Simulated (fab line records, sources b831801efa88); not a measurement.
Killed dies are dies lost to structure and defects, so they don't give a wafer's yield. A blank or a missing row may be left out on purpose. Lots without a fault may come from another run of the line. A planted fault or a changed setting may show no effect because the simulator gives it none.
fab line records | flow sky130
record lots=5 wafers=15 last_day=50
route steps=708 shown LDD_P@259 LDD_HVN@267 LDD_HVP@278 PAD_OPEN@708
lots that met no fault: from a run of the same line without faults
start_h: hours from the record's first day to the start of the lot's first wafer shown | wait_h: hours since the lot's step before | " the same as in the row above | L1.1+2: a row that stands for several wafers | - no value, or no start given | * or withheld: withheld | < > ~ a bound
route shown NAME@n: a module of which the file shows steps, and the number in the route of the first | usual: mean/standard deviation of fault-free wafers | same: alike in all rows | chamber/n: place in a boat | sites: the reading at each site | _std_site: their standard deviation | _edge_site: outer sites' mean less inner sites' | radius_mm: how far each site lies from the wafer's centre | mask NAME#n: copy n | behind: the tool/chamber that last shaped the wafer | hold: why the lot was held/for how many hours/how that ended | device: the transistor (n, p or np) that didn't switch | end of line: the same wafers' tests at the end of the route | a step without rows: its recipe alone | killed: dies lost to structure and defects at the first sort, not the wafer's yield | map: a wafer's dies, x killed, . not, _ none there
set.NAME: the setting as run; set.NAME@STEP: as run at that earlier step | model.NAME: the simulator's own value behind a step, which no gauge read
lots at some steps of the route; a table a step, a row a wafer
services: from which hour (start_h, from the record's first day; less than 0 if before it) a tool's chamber was out of use, for how many hours, and why
## steps
# step SKY_LDD_P_EXPOSE_04
# recipe mask_id=PSDM na=0.6 source_shape=conventional sigma_outer=0.6 polarization=unpolarized target_cd_nm=380 dose_mj=138
# step SKY_LDD_P_PEB_05
# recipe temp_c=withheld time_s=* resist=NOVOLAK
# step SKY_LDD_P_DEVELOP_06
# recipe resist=NOVOLAK developer=TMAH develop_time_s=60 dev_temp_c=23.46
# step SKY_LDD_P_CD_MEAS_07
# recipe target_cd_nm=380
# usual cd_nm=380.3/2.6
# columns lot.wafer tool chamber start_h wait_h cd_nm
L992.1 cd_sem-02 - 478.31 0.1 383.4
L992.2 " - " " 381.0
L992.6 " - " " 381.8
L994.1 cd_sem-02 - 498.29 0.1 380.3
L994.3 " - " " 380.3
L994.5 " - " " 378.6
L996.1 cd_sem-01 - 508.19 0.1 379.8
L996.2 " - " " 380.0
L996.3 " - " " 380.3
L106.3 cd_sem-01 - 593.90 0.1 384.7
L106.4 " - " " 384.2
L106.5 " - " " 382.1
L109.1 cd_sem-01 - 611.29 0.1 377.4
L109.2 " - " " 379.3
L109.6 " - " " 379.4
# step SKY_LDD_P_OVL_MEAS_08
# usual LDD_P_OVL=-0.8/1.3
# columns lot.wafer tool chamber start_h wait_h LDD_P_OVL[nm]
L992.1 overlay-02 - 478.43 0.1 -2.8
L992.2 " - " " -1.1
L992.6 " - " " -2.5
L994.1 overlay-02 - 498.41 0.1 -1.3
L994.3 " - " " -0.9
L994.5 " - " " -0.8
L996.1 overlay-02 - 508.31 0.1 -2.2
L996.2 " - " " -0.4
L996.3 " - " " 0.6
L106.3 overlay-01 - 593.99 0.1 1.1
L106.4 " - " " -1.0
L106.5 " - " " 0.1
L109.1 overlay-02 - 611.41 0.1 -1.8
L109.2 " - " " -1.6
L109.6 " - " " -1.6
# step SKY_LDD_P_IMPLANT_09
# recipe species=BF2 energy_kev=25 dose_cm2=1e+13 tilt_deg=withheld
# step SKY_LDD_P_STRIP_10
# recipe chemistry=O2/N2 power_w=1400 pressure_mtorr=1500 platen_temp_c=withheld o2_flow_sccm=3000 n2_flow_sccm=300 overash_fraction=0.5
# usual chamber_pressure_mTorr=1500.0/1.4 drypump_motor_current_A=5.99/0.29 oes_product_au=0.715/0.0049 strip_time_to_endpoint_s=14.19/0.031
# columns lot.wafer tool chamber start_h wait_h chamber_pressure_mTorr drypump_motor_current_A oes_product_au rf_hours_counter_h strip_time_to_endpoint_s
L992.1 plasma_asher-02 0 478.62 0.1 1499.0 5.90 0.712 35 14.20
L992.2 " 1 " " 1499.8 5.90 0.709 35 14.21
L992.6 " 0 " " 1498.5 5.93 0.716 - 14.24
L994.1 plasma_asher-02 0 498.59 0.1 1497.3 5.90 0.713 37 14.21
L994.3 " 1 " " 1500.1 5.92 0.716 - 14.22
L994.5 " 1 " " 1502.0 5.91 0.711 - 14.23
L996.1 plasma_asher-04 0 508.49 0.1 1498.9 5.15 0.720 81 14.15
L996.2 " 1 " " 1500.9 6.45 0.713 81 14.11
L996.3 " 1 " " 1498.7 6.44 0.705 - 14.13
L106.3 plasma_asher-02 1 594.20 0.1 1500.8 5.91 0.711 - 14.19
L106.4 " 0 " " 1501.0 5.92 0.715 - 14.13
L106.5 " 1 " " 1496.6 5.90 0.718 - 14.18
L109.1 plasma_asher-02 0 611.59 0.1 1501.2 5.89 0.706 49 14.17
L109.2 " 1 " " 1500.5 5.89 0.720 49 14.19
L109.6 " 1 " " 1501.9 5.89 0.712 - 14.19
# step SKY_LDD_P_TW_MEAS_11
# usual LDD_P_TW=637/4.7
# columns lot.wafer tool chamber start_h wait_h LDD_P_TW
L992.1 film_metro-02 - 478.72 0.1 640
L992.2 " - " " 640
L992.6 " - " " 643
L994.1 film_metro-01 - 498.69 0.1 639
L994.3 " - " " 643
L994.5 " - " " 642
L996.1 film_metro-01 - 508.59 0.1 643
L996.2 " - " " 642
L996.3 " - " " 638
L106.3 film_metro-02 - 594.28 0.1 638
L106.4 " - " " 636
L106.5 " - " " 637
L109.1 film_metro-02 - 611.69 0.1 639
L109.2 " - " " 637
L109.6 " - " " 635
# step SKY_LDD_HVN_DEHYDRATE_00
# recipe temp_c=200 time_s=60
# step SKY_LDD_HVN_HMDS_01
# recipe prime_time_s=60 prime_temp_c=120
# step SKY_LDD_HVN_COAT_02
# recipe resist=NOVOLAK spin_rpm=3000 resist_thk_nm=300
# step SKY_LDD_HVN_SOFTBAKE_03
# recipe temp_c=90 time_s=60 resist=NOVOLAK
# step SKY_LDD_HVN_EXPOSE_04
# recipe mask_id=HVNTM na=0.6 source_shape=conventional sigma_outer=0.6 polarization=unpolarized target_cd_nm=700 dose_mj=125.6
# usual focus_offset_nm=0.0/0.49
# columns lot.wafer tool chamber start_h wait_h mask focus_offset_nm
L992.1 iline_stepper-01 0 494.71 - HVNTM#0 -0.2
L992.2 " 0 " " HVNTM#0 -0.4
L992.6 " 0 " " HVNTM#0 0.1
L994.1 iline_stepper-02 0 514.09 - HVNTM#0 0.4
L994.3 " 0 " " HVNTM#0 -0.9
L994.5 " 0 " " HVNTM#0 -0.1
L996.1 iline_stepper-02 0 523.44 - PSDM#0 0.0
L996.2 " 0 " " PSDM#0 0.0
L996.3 " 0 " " PSDM#0 0.2
L106.3 iline_stepper-02 0 609.44 - HVNTM#0 1.0
L106.4 " 0 " " HVNTM#0 0.3
L106.5 " 0 " " HVNTM#0 0.1
L109.1 iline_stepper-02 0 625.96 - HVNTM#0 0.8
L109.2 " 0 " " HVNTM#0 0.4
L109.6 " 0 " " HVNTM#0 -0.1
# step SKY_LDD_HVN_PEB_05
# recipe temp_c=withheld time_s=* resist=NOVOLAK
# step SKY_LDD_HVN_DEVELOP_06
# recipe resist=NOVOLAK developer=TMAH develop_time_s=60 dev_temp_c=23
# step SKY_LDD_HVN_OVL_MEAS_07
# usual LDD_HVN_OVL=0.2/1.5
# columns lot.wafer tool chamber start_h wait_h LDD_HVN_OVL[nm]
L992.1 overlay-02 - 509.85 0.1 -1.2
L992.2 " - " " -1.1
L992.6 " - " " -2.4
L994.1 overlay-02 - 529.39 0.1 -1.4
L994.3 " - " " -0.8
L994.5 " - " " -0.4
L996.1 overlay-01 - 538.59 0.1 -
L996.2 " - " " -
L996.3 " - " " -
L106.3 overlay-02 - 623.65 0.1 1.6
L106.4 " - " " 0.7
L106.5 " - " " 2.3
L109.1 overlay-01 - 640.74 0.1 -2.0
L109.2 " - " " -1.2
L109.6 " - " " -0.1
# step SKY_LDD_HVN_IMPLANT_08
# recipe species=P energy_kev=60 dose_cm2=3e+13 tilt_deg=40
# step SKY_LDD_HVN_STRIP_09
# recipe chemistry=O2/N2 power_w=1400 pressure_mtorr=1500 platen_temp_c=withheld o2_flow_sccm=3000 n2_flow_sccm=300 overash_fraction=0.5
# usual chamber_pressure_mTorr=1499.9/1.3 drypump_motor_current_A=5.6/0.47 oes_product_au=0.408/0.0045 strip_time_to_endpoint_s=4.136/0.014
# columns lot.wafer tool chamber start_h wait_h chamber_pressure_mTorr drypump_motor_current_A oes_product_au rf_hours_counter_h strip_time_to_endpoint_s
L992.1 plasma_asher-04 1 510.04 0.1 1498.1 6.5 0.410 81 4.139
L992.2 " 0 " " 1500.6 5.1 0.410 81 4.139
L992.6 " 0 " " 1500.6 5.2 0.412 - 4.134
L994.1 plasma_asher-02 0 529.58 0.1 1498.2 5.9 0.411 41 4.135
L994.3 " 1 " " 1503.5 5.9 0.406 - 4.144
L994.5 " 1 " " 1498.3 5.9 0.407 - 4.126
L996.1 plasma_asher-02 0 538.77 0.1 1498.0 5.9 0.407 42 4.137
L996.2 " 1 " " 1500.5 5.9 0.402 42 4.160
L996.3 " 0 " " 1499.3 5.9 0.410 - 4.128
L106.3 plasma_asher-01 1 623.86 0.1 1501.0 5.1 0.411 - 4.144
L106.4 " 0 " " 1498.0 5.5 0.412 - 4.131
L106.5 " 0 " " 1500.4 5.5 0.405 - 4.098
L109.1 plasma_asher-04 0 640.93 0.1 1499.8 5.1 0.412 94 4.164
L109.2 " 1 " " 1501.0 6.5 0.405 94 4.117
L109.6 " 1 " " 1498.9 6.5 0.415 - 4.119
# step SKY_LDD_HVN_TW_MEAS_10
# usual LDD_HVN_TW=1441/10
# columns lot.wafer tool chamber start_h wait_h LDD_HVN_TW
L992.1 film_metro-04 - 510.14 0.1 1444
L992.2 " - " " 1447
L992.6 " - " " 1452
L994.1 film_metro-02 - 529.68 0.1 1440
L994.3 " - " " 1441
L994.5 " - " " 1448
L996.1 film_metro-04 - 538.87 0.1 30
L996.2 " - " " 30
L996.3 " - " " 30
L106.3 film_metro-02 - 623.94 0.1 1445
L106.4 " - " " 1447
L106.5 " - " " 1440
L109.1 film_metro-04 - 641.03 0.1 1447
L109.2 " - " " 1442
L109.6 " - " " 1447
# step SKY_LDD_HVP_DEHYDRATE_00
# recipe temp_c=200 time_s=60
# step SKY_PAD_OPEN_PROBE_99
# columns lot.wafer tool chamber start_h wait_h model.etest.pfet_01v8.r_on_ohm_um model.etest.pfet_g5v0d10v5.r_on_ohm_um model.etest.pfet_16v.r_on_ohm_um model.etest.nfet_g5v0d10v5.r_on_ohm_um model.etest.pfet_01v8.drive_ua_um model.etest.pfet_01v8_lvt.drive_ua_um model.etest.pfet_01v8_hvt.drive_ua_um model.etest.pfet_g5v0d10v5.drive_ua_um
L992.1 prober-02 - 1118.58 0.1 2841 4689 1.528e+04 1858 199.4 175.4 148.6 343.8
L992.2 prober-02 - 1118.63 0.1 2883 4826 1.526e+04 1873 197.8 174.3 145.9 340.6
L992.6 prober-02 - 1118.83 0.2 2826 4765 1.544e+04 1866 200 175.8 149 339.4
L994.1 prober-01 - 1122.81 0.1 2758 4628 1.558e+04 1881 203.8 178.4 151.3 351.4
L994.3 prober-01 - 1122.91 0.2 2852 4699 1.535e+04 1878 199.5 175.7 146.9 348.2
L994.5 prober-01 - 1123.01 0.2 2861 4662 1.568e+04 1898 194.4 176.7 144.2 343.1
L996.1 prober-01 - 1124.88 0.1 5896 6424 1.645e+04 2296 61.54 73.78 48.38 242.3
L996.2 prober-01 - 1124.93 0.1 5927 6249 1.603e+04 2276 61.31 74.31 49.8 249.6
L996.3 prober-01 - 1124.98 0.2 5907 6380 1.606e+04 2288 62.54 74.11 49.72 244.3
L106.3 prober-01 - 1178.74 0.2 2881 4813 1.673e+04 1899 193.9 172.1 144.2 330.6
L106.4 prober-01 - 1178.79 0.2 2877 4856 1.705e+04 1915 192.3 169.9 143.8 333.7
L106.5 prober-01 - 1178.84 0.2 2904 4787 1.608e+04 1897 193.1 170.9 142.7 336.8
L109.1 prober-01 - 1191.63 0.1 2976 4902 1.499e+04 1934 185.9 168.1 139.2 331
L109.2 prober-01 - 1191.68 0.1 2975 4832 1.523e+04 1914 187.9 167.7 139.2 344
L109.6 prober-01 - 1191.88 0.2 2931 4869 1.475e+04 1905 189.7 169.7 141.6 334.9
# killed by level:class
L992.1 VIA1:geometric_particle:open=11 METAL1:geometric_particle:short=8 CONTACT:geometric_particle:open=7 FIELD_ISO:geometric_particle:open=5 VIA2:geometric_particle:open=5 LI_CONTACT:geometric_particle:open=5 CONTACT:geometric_particle:short=4 METAL2:geometric_particle:short=4
L992.2 CONTACT:geometric_particle:open=12 METAL2:geometric_particle:short=9 VIA1:geometric_particle:open=7 LI_CONTACT:geometric_particle:short=6 POLY_GATE:geometric_particle:short=5 VIA1:geometric_particle:short=5 METAL3:geometric_particle:short=5 LI_CONTACT:geometric_particle:open=4
L992.6 VIA1:geometric_particle:open=12 VIA2:geometric_particle:open=7 CONTACT:geometric_particle:open=6 METAL1:geometric_particle:short=6 METAL2:geometric_particle:short=5 VIA1:geometric_particle:short=5 LI_CONTACT:geometric_particle:open=4 METAL2:geometric_particle:open=4
L994.1 VIA1:geometric_particle:open=13 CONTACT:geometric_particle:open=8 LI_CONTACT:geometric_particle:open=7 CONTACT:geometric_particle:short=7 METAL2:geometric_particle:short=6 FIELD_ISO:geometric_particle:open=4 VIA3:geometric_particle:open=4 FIELD_ISO:geometric_particle:short=3
L994.3 VIA1:geometric_particle:open=12 CONTACT:geometric_particle:open=9 FIELD_ISO:geometric_particle:open=7 CONTACT:geometric_particle:short=6 METAL2:geometric_particle:short=6 VIA3:geometric_particle:open=6 LOCAL_INTERCONNECT:geometric_particle:short=4 FIELD_ISO:geometric_particle:short=4
L994.5 VIA1:geometric_particle:open=13 CONTACT:geometric_particle:open=11 FIELD_ISO:geometric_particle:short=7 VIA2:geometric_particle:open=7 METAL2:geometric_particle:short=6 METAL1:geometric_particle:short=6 VIA1:geometric_particle:short=5 VIA3:geometric_particle:short=5
L106.3 CONTACT:geometric_particle:open=11 CONTACT:geometric_particle:short=8 VIA2:geometric_particle:open=7 VIA1:geometric_particle:open=7 FIELD_ISO:geometric_particle:open=6 VIA3:geometric_particle:open=6 METAL1:geometric_particle:short=5 LOCAL_INTERCONNECT:geometric_particle:short=4
L106.4 VIA1:geometric_particle:open=13 CONTACT:geometric_particle:open=12 VIA2:geometric_particle:open=9 METAL1:geometric_particle:short=6 VIA3:geometric_particle:open=4 METAL4:geometric_particle:short=4 LOCAL_INTERCONNECT:geometric_particle:short=3 POLY_GATE:geometric_particle:open=3
L106.5 VIA1:geometric_particle:open=12 CONTACT:geometric_particle:open=11 LOCAL_INTERCONNECT:geometric_particle:short=5 METAL2:geometric_particle:short=5 FIELD_ISO:geometric_particle:short=4 LI_CONTACT:geometric_particle:open=4 METAL1:geometric_particle:short=4 VIA1:geometric_particle:short=4
L109.1 VIA1:geometric_particle:open=17 LI_CONTACT:geometric_particle:open=10 CONTACT:geometric_particle:open=9 VIA3:geometric_particle:open=7 POLY_GATE:geometric_particle:open=6 VIA2:geometric_particle:open=6 VIA2:geometric_particle:short=5 METAL3:geometric_particle:short=5
L109.2 VIA1:geometric_particle:open=14 POLY_GATE:geometric_particle:short=6 CONTACT:geometric_particle:open=6 METAL2:geometric_particle:short=6 POLY_GATE:geometric_particle:open=4 LI_CONTACT:geometric_particle:open=4 METAL1:geometric_particle:short=4 VIA3:geometric_particle:open=4
L109.6 METAL2:geometric_particle:short=11 VIA1:geometric_particle:open=9 VIA2:geometric_particle:open=7 POLY_GATE:geometric_particle:open=7 VIA1:geometric_particle:short=6 VIA3:geometric_particle:open=6 METAL1:geometric_particle:short=5 LI_CONTACT:geometric_particle:open=5
## services
# columns tool chamber start_h hours kind
plasma_asher-02 - 457.38 2.8 pm
iline_stepper-01 - 506.72 1.7 pm
iline_stepper-01 - 552.81 2.4 repair
plasma_asher-04 - 563.14 1.4 repair
plasma_asher-04 - 613.84 0.6 repair
iline_stepper-02 - 618.03 1.2 repair
plasma_asher-02 - 618.17 1.3 repair
## key
first_sign step=SKY_LDD_HVN_EXPOSE_04 reading=mask direction=changed
effect step=SKY_LDD_HVN_OVL_MEAS_07 reading=LDD_HVN_OVL direction=missing
effect step=SKY_LDD_HVN_TW_MEAS_10 reading=LDD_HVN_TW direction=down sigmas=99+ usual=1441 struck=30
model_effect step=SKY_PAD_OPEN_PROBE_99 value=etest.pfet_01v8.r_on_ohm_um without=2973 struck=5910
met_at SKY_LDD_HVN_EXPOSE_04
struck_wafers L996.1,L996.2,L996.3
sort_left_out L996.1,L996.2,L996.3
tester_left_out L996
onset_between 514.09 523.44
fault kind=wrong_mask tool=any chamber=- onset_h=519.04 steps=SKY_LDD_HVN_EXPOSE_04 aux_copy=PSDM#0 scope=struck_lots_only
# tester_left_out: of these lots the tester's yield and bins aren't shown, on N5 and GAA mostly nor the transistor test; their killed dies are dies lost to structure and defects alone, not to doping, threshold or leakage, so they don't give the yield
# sort_left_out: the simulated sort isn't trusted on such a fault, so these wafers' sort isn't shown, and their yield isn't known
